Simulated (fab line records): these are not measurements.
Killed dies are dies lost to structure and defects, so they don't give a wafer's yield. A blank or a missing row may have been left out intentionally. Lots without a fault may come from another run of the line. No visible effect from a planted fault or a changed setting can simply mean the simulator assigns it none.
fab line records | flow sky130
record lots=11 wafers=31 last-day=50
route steps=708 shown POLY_GATE@230 POLY_CUT@319 SD_N@344
lots untouched by any fault: they come from a run of this same line in which no faults occurred
start-h: the number of hours between the record's first day and the start of the first shown wafer of the lot | wait-h: hours from the lot's prior step to this one | " the same as in the row above | L1.1+2: a row that stands for several wafers | - no value present, or no start provided | * or withheld: withheld | < > ~ a bound
route shown NAME@n: a module of which the file shows steps, and the number in the route of the first | usual: average and standard deviation across the fault-free wafers | same: alike in all rows | chamber/n: place in a boat | sites: per-site readings | _std_site: the values' standard deviation | _edge_site: mean of outer sites minus mean of inner sites | radius-mm: how far each site lies from the wafer's centre | mask NAME#n: copy n | behind: tool/chamber where the wafer was last shaped | hold: what put the lot on hold/how long, in hours/how the hold closed | device: which transistor (n, p or np) failed to switch | end of line: tests run on the same wafers once the route is complete | a step given without rows: its recipe and nothing more | killed: not the wafer's yield, but the dies lost to structure and defects at the first sort | map: per-die view of a wafer (x killed, . not killed, _ where there is no die)
set.NAME: setting as actually run; set.NAME@STEP: the setting as run at that earlier step | model.NAME: the simulator's own value behind a step, which no gauge read
the route's steps for a sample of lots (tables are steps, rows are wafers)
services: the hour from which a tool's chamber was out of use, counted from the record's first day as start-h (under 0 if before that day), plus the number of hours and why
## steps
# step SKY_POLY_GATE_ETCH_16
# recipe stop-on=poly-Si chemistry=CH3F/O2 target=Si3N4 source-w=400 bias-w=80 pressure-mtorr=25 ch3f-flow-sccm=40 O2_flow_sccm=30 time-s=147.5 target-depth-a=750
# usual drypump-motor-current-A=5.6/0.49 oes-product-au=0.642/0.0055 throttle-valve-pct=10.535/0.0098
# columns lot.wafer tool chamber start-h wait-h drypump-motor-current-A oes-product-au rf-hours-counter-h throttle-valve-pct
L889.2 rie-diel-02 1 376.44 0.0 5.2 0.646 11 10.530
L889.4 " 0 " " 5.9 0.643 6 10.531
L889.5 " 3 " " 5.1 0.645 - 10.538
L890.2 rie-diel-02 0 380.69 0.0 5.9 0.652 6 10.533
L890.5 " 0 " " 5.9 0.645 - 10.525
L890.6 " 3 " " 5.1 0.643 - 10.548
L891.1 rie-diel-01 1 389.17 0.0 4.8 0.635 77 10.555
L891.4 " 0 " " 5.6 0.637 11 10.535
L891.5 " 3 " " 5.4 0.642 - 10.539
L892.2 rie-diel-02 3 401.12 0.0 5.1 0.641 8 10.532
L892.3 " 2 " " 5.8 0.634 2 10.543
L892.6 " 1 " " 5.2 0.640 - 10.543
L899.4 rie-diel-02 2 462.98 0.0 5.8 0.644 3 10.553
L899.5 " 1 " " 5.2 0.643 - 10.535
L899.6 " 2 " " 5.8 0.637 - 10.525
L900.6 rie-diel-01 0 472.37 0.0 5.6 0.640 - 10.555
L905.4 rie-diel-03 0 510.06 0.1 5.0 0.638 - 10.539
L905.5 " 0 " " 5.0 0.641 - 10.522
L905.6 " 1 " " 5.4 0.649 - 10.541
L906.1 rie-diel-03 3 515.57 0.0 6.3 0.643 84 10.537
L906.4 " 1 " " 5.5 0.648 - 10.550
L906.5 " 3 " " 6.3 0.638 - 10.540
L909.2 rie-diel-01 0 544.62 0.0 5.6 0.641 14 10.545
L909.5 " 3 " " 5.4 0.651 - 10.535
L909.6 " 2 " " 5.8 0.651 - 10.545
L910.2 rie-diel-03 2 557.13 0.0 6.5 0.640 7 10.535
L910.3 " 3 " " 6.3 0.642 0 10.528
L910.6 " 0 " " 5.0 0.646 - 10.535
L912.1 rie-diel-02 2 570.33 0.0 5.8 0.640 5 10.545
L912.3 " 3 " " 5.1 0.639 11 10.546
L912.4 " 0 " " 5.9 0.643 10 10.531
# step SKY_POLY_GATE_THK_MEAS_21
# recipe reads=SiO2_of_POLY_GATE_OXIDATION_20
# usual POLY_GATE_OXIDATION_THK=4.02/0.083
# columns lot.wafer tool chamber start-h wait-h POLY_GATE_OXIDATION_THK[nm]
L889.2 film-metro-02 - 380.46 0.0 3.98
L889.4 " - " " 3.98
L889.5 " - " " 4.02
L890.2 film-metro-04 - 383.60 0.0 4.13
L890.5 " - " " 4.21
L890.6 " - " " 4.19
L891.1 film-metro-04 - 396.13 0.0 4.06
L891.4 " - " " 4.01
L891.5 " - " " 3.99
L892.2 film-metro-02 - 403.81 0.0 3.97
L892.3 " - " " 3.89
L892.6 " - " " 3.91
L899.4 film-metro-04 - 465.62 0.0 4.04
L899.5 " - " " 4.00
L899.6 " - " " 4.06
L900.6 film-metro-01 - 473.92 0.1 3.98
L905.4 film-metro-01 - 511.65 0.0 4.03
L905.5 " - " " 3.98
L905.6 " - " " 4.03
L906.1 film-metro-02 - 517.13 0.0 4.14
L906.4 " - " " 4.07
L906.5 " - " " 4.16
L909.2 film-metro-01 - 546.18 0.0 3.99
L909.5 " - " " 3.96
L909.6 " - " " 3.93
L910.2 film-metro-02 - 558.70 0.0 3.99
L910.3 " - " " 4.05
L910.6 " - " " 4.02
L912.1 film-metro-01 - 571.89 0.0 3.98
L912.3 " - " " 4.04
L912.4 " - " " 4.04
# step SKY_POLY_CUT_STRIP_12
# recipe chemistry=O2/N2 power-w=1400 pressure-mtorr=1500 platen-temp-c=withheld o2-flow-sccm=3000 n2-flow-sccm=300 overash-fraction=0.5
# usual drypump-motor-current-A=5.7/0.43 oes-product-au=0.451/0.0047 strip-time-to-endpoint-s=5.351/0.019
# columns lot.wafer tool chamber start-h wait-h drypump-motor-current-A oes-product-au rf-hours-counter-h strip-time-to-endpoint-s
L889.2 plasma-asher-01 0 566.18 0.0 5.9 0.461 46 5.370
L889.4 " 0 " " 5.9 0.453 - 5.390
L889.5 " 0 " " 5.9 0.452 - 5.374
L890.2 plasma-asher-01 1 568.73 0.0 5.4 0.447 46 5.349
L890.5 " 0 " " 5.9 0.452 - 5.368
L890.6 " 1 " " 5.4 0.452 - 5.359
L891.1 plasma-asher-04 1 582.28 0.0 6.1 0.465 83 5.338
L891.4 " 0 " " 4.8 0.455 - 5.344
L891.5 " 0 " " 4.8 0.442 - 5.338
L892.2 plasma-asher-01 1 592.33 0.0 5.4 0.446 48 5.346
L892.3 " 1 " " 5.4 0.451 - 5.360
L892.6 " 1 " " 5.4 0.454 - 5.355
L899.4 plasma-asher-03 1 650.02 0.1 5.9 0.445 - 5.327
L899.5 " 1 " " 6.0 0.448 - 5.321
L899.6 " 0 " " 6.1 0.458 - 5.342
L900.6 plasma-asher-01 1 656.15 0.1 5.4 0.453 - 5.364
L905.4 plasma-asher-01 0 689.17 0.1 5.9 0.444 - 5.358
L905.5 " 0 " " 6.0 0.449 - 5.365
L905.6 " 1 " " 5.4 0.448 - 5.381
L906.1 plasma-asher-03 0 696.97 0.0 6.1 0.448 91 5.346
L906.4 " 0 " " 6.1 0.454 - 5.337
L906.5 " 0 " " 6.2 0.452 - 5.349
L909.2 plasma-asher-03 0 724.18 0.0 6.1 0.449 93 5.330
L909.5 " 0 " " 6.1 0.457 - 5.350
L909.6 " 1 " " 6.0 0.452 - 5.343
L910.2 plasma-asher-03 1 735.52 0.0 6.0 0.456 94 5.349
L910.3 " 0 " " 6.1 0.455 - 5.351
L910.6 " 0 " " 6.2 0.452 - 5.339
L912.1 plasma-asher-04 1 747.28 0.0 6.1 0.448 0 5.345
L912.3 " 0 " " 4.8 0.451 - 5.330
L912.4 " 1 " " 6.1 0.447 - 5.353
# step SKY_SD_N_COAT_02
# recipe resist=NOVOLAK spin-rpm=3000 resist-thk-nm=1140
# columns lot.wafer tool chamber start-h wait-h
L889.2+4+5 litho-track-03 0 639.02 0.1
L890.2+5+6 litho-track-03 0 642.12 0.1
L891.1+4+5 litho-track-01 0 654.59 0.1
L892.2+3+6 litho-track-03 0 664.07 0.1
L899.4+5+6 litho-track-03 0 719.22 0.1
L900.6 litho-track-03 0 724.72 0.1
L905.4+5+6 litho-track-01 0 758.52 0.1
L906.1+4+5 litho-track-04 0 766.35 0.1
L909.2+5+6 litho-track-01 0 792.72 0.1
L910.2+3+6 litho-track-04 0 803.07 0.1
L912.1+3+4 litho-track-01 0 814.65 0.1
# step SKY_SD_N_CD_MEAS_07
# recipe target-cd-nm=380
# usual cd-nm=380.1/1.9
# columns lot.wafer tool chamber start-h wait-h hold cd-nm
L889.2 cd-sem-02 - 654.01 0.1 - 378.4
L889.4 " - " " - 377.5
L889.5 " - " " - 378.3
L890.2 cd-sem-01 - 656.42 0.1 - 383.5
L890.5 " - " " - 383.0
L890.6 " - " " - 381.8
L891.1 cd-sem-01 - 668.95 0.1 - 380.4
L891.4 " - " " - 379.7
L891.5 " - " " - 381.0
L892.2 cd-sem-02 - 678.51 0.1 - 381.2
L892.3 " - " " - 383.4
L892.6 " - " " - 384.0
L899.4 cd-sem-02 - 733.81 0.1 await-dispo/0.2h/release 379.9
L899.5 " - " " await-dispo/0.2h/release 380.6
L899.6 " - " " await-dispo/0.2h/release 390.1
L899.4 cd-sem-02 - 734.09 0.3 - 379.4
L899.5 " - " " - 380.6
L899.6 " - " " - 390.2
L900.6 cd-sem-02 - 738.94 0.1 await-dispo/0.2h/release 392.6
L900.6 cd-sem-02 - 739.36 0.4 - 392.8
L905.4 cd-sem-02 - 771.31 0.1 - 380.6
L905.5 " - " " - 379.6
L905.6 " - " " - 380.9
L906.1 cd-sem-01 - 779.45 0.2 - 380.2
L906.4 " - " " - 380.9
L906.5 " - " " - 381.6
L909.2 cd-sem-01 - 805.22 0.1 - 380.8
L909.5 " - " " - 381.6
L909.6 " - " " - 380.4
L910.2 cd-sem-02 - 816.77 0.1 - 381.1
L910.3 " - " " - 381.2
L910.6 " - " " - 378.5
L912.1 cd-sem-01 - 827.90 0.1 - 378.7
L912.3 " - " " - 378.1
L912.4 " - " " - 378.8
# step SKY_SD_N_STRIP_11
# recipe chemistry=O2/N2 power-w=1400 pressure-mtorr=1500 platen-temp-c=withheld o2-flow-sccm=3000 n2-flow-sccm=300 overash-fraction=0.5
# usual drypump-motor-current-A=5.4/0.47 oes-product-au=0.527/0.0047 strip-time-to-endpoint-s=22.55/0.037
# columns lot.wafer tool chamber start-h wait-h drypump-motor-current-A oes-product-au rf-hours-counter-h strip-time-to-endpoint-s
L889.2 plasma-asher-02 1 654.45 0.1 5.1 0.532 21 22.53
L889.4 " 0 " " 5.2 0.526 - 22.57
L889.5 " 1 " " 5.1 0.528 - 22.52
L890.2 plasma-asher-04 0 656.85 0.1 4.8 0.523 91 22.48
L890.5 " 0 " " 4.8 0.528 - 22.52
L890.6 " 1 " " 6.1 0.533 - 22.50
L891.1 plasma-asher-02 0 669.40 0.1 5.2 0.530 22 22.51
L891.4 " 0 " " 5.2 0.521 - 22.52
L891.5 " 1 " " 5.1 0.522 - 22.56
L892.2 plasma-asher-02 0 678.95 0.1 5.2 0.528 23 22.52
L892.3 " 1 " " 5.1 0.526 - 22.55
L892.6 " 1 " " 5.1 0.526 - 22.51
L899.4 plasma-asher-03 0 736.38 0.1 6.2 0.526 - 22.54
L899.5 " 1 " " 6.0 0.527 - 22.51
L899.6 " 0 " " 6.1 0.511 - 21.19
L900.6 plasma-asher-02 0 744.50 0.1 5.2 0.512 - 21.27
L905.4 plasma-asher-02 0 771.73 0.1 5.2 0.532 - 22.66
L905.5 " 0 " " 5.2 0.522 - 22.60
L905.6 " 1 " " 5.1 0.532 - 22.65
L906.1 plasma-asher-02 0 779.91 0.1 5.2 0.524 33 22.56
L906.4 " 0 " " 5.2 0.530 - 22.58
L906.5 " 1 " " 5.1 0.528 - 22.55
L909.2 plasma-asher-04 1 805.65 0.1 6.1 0.516 6 22.59
L909.5 " 1 " " 6.1 0.530 - 22.59
L909.6 " 0 " " 4.8 0.529 - 22.54
L910.2 plasma-asher-02 1 817.20 0.1 5.1 0.529 37 22.51
L910.3 " 0 " " 5.2 0.530 - 22.57
L910.6 " 1 " " 5.1 0.525 - 22.55
L912.1 plasma-asher-04 0 828.35 0.1 4.8 0.524 8 22.56
L912.3 " 0 " " 4.8 0.522 - 22.56
L912.4 " 1 " " 6.2 0.529 - 22.55
## services
# columns tool chamber start-h hours kind
rie-diel-03 0 366.77 1.7 repair
plasma-asher-02 - 384.96 13.3 repair
plasma-asher-03 - 397.36 1.1 repair
plasma-asher-02 - 421.25 9.0 pm
plasma-asher-02 - 430.25 2.8 pm
rie-diel-02 0 442.18 1.8 repair
rie-diel-02 3 453.14 4.3 repair
rie-diel-03 1 473.70 32.0 repair
rie-diel-03 2 506.23 10.5 repair
rie-diel-03 3 508.73 2.6 repair
plasma-asher-03 - 542.43 2.7 repair
rie-diel-02 0 586.75 10.4 repair
plasma-asher-03 - 592.03 2.8 pm
plasma-asher-03 - 595.31 6.1 repair
plasma-asher-02 - 619.08 15.6 pm
rie-diel-02 - 683.01 1.1 repair
plasma-asher-03 - 699.71 3.8 repair
rie-diel-02 - 713.37 0.6 repair
plasma-asher-04 - 733.75 9.0 pm
plasma-asher-02 - 758.29 3.9 repair
plasma-asher-04 - 768.70 2.8 pm
rie-diel-02 2 777.34 40.1 repair
rie-diel-02 3 793.34 2.6 repair
plasma-asher-01 - 823.16 79.1 repair
## key
first-sign step=SKY_SD_N_CD_MEAS_07 reading=visit direction=added
effect step=SKY_SD_N_CD_MEAS_07 reading=cd-nm direction=up sigmas=5.8 usual=380.1 struck=391.3
effect step=SKY_SD_N_STRIP_11 reading=strip-time-to-endpoint-s direction=down sigmas=36 usual=* struck=*
met-at SKY_SD_N_COAT_02
struck-lots L899,L900
struck-wafers L899.6,L900.6
tester-left-out L899,L900
not-acting-at SKY_POLY_GATE_ETCH_16,SKY_POLY_GATE_THK_MEAS_21,SKY_POLY_CUT_STRIP_12
onset-between 664.07 719.22
fault kind=process-parameter-drift tool=litho-track-03 chamber=- onset-h=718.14 steps=SKY_SD_N_COAT_02 channel=resist-thk-nm offset=-117.76 shape=step end-h=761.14 scope=struck-wafers-only acts-in=these-recipes-only stated=1140
# tester-left-out: of these lots the tester's yield and bins aren't shown, on N5 and GAA mostly nor the transistor test; their killed dies are dies lost to structure and defects alone, not to doping, threshold or leakage, so they don't give the yield
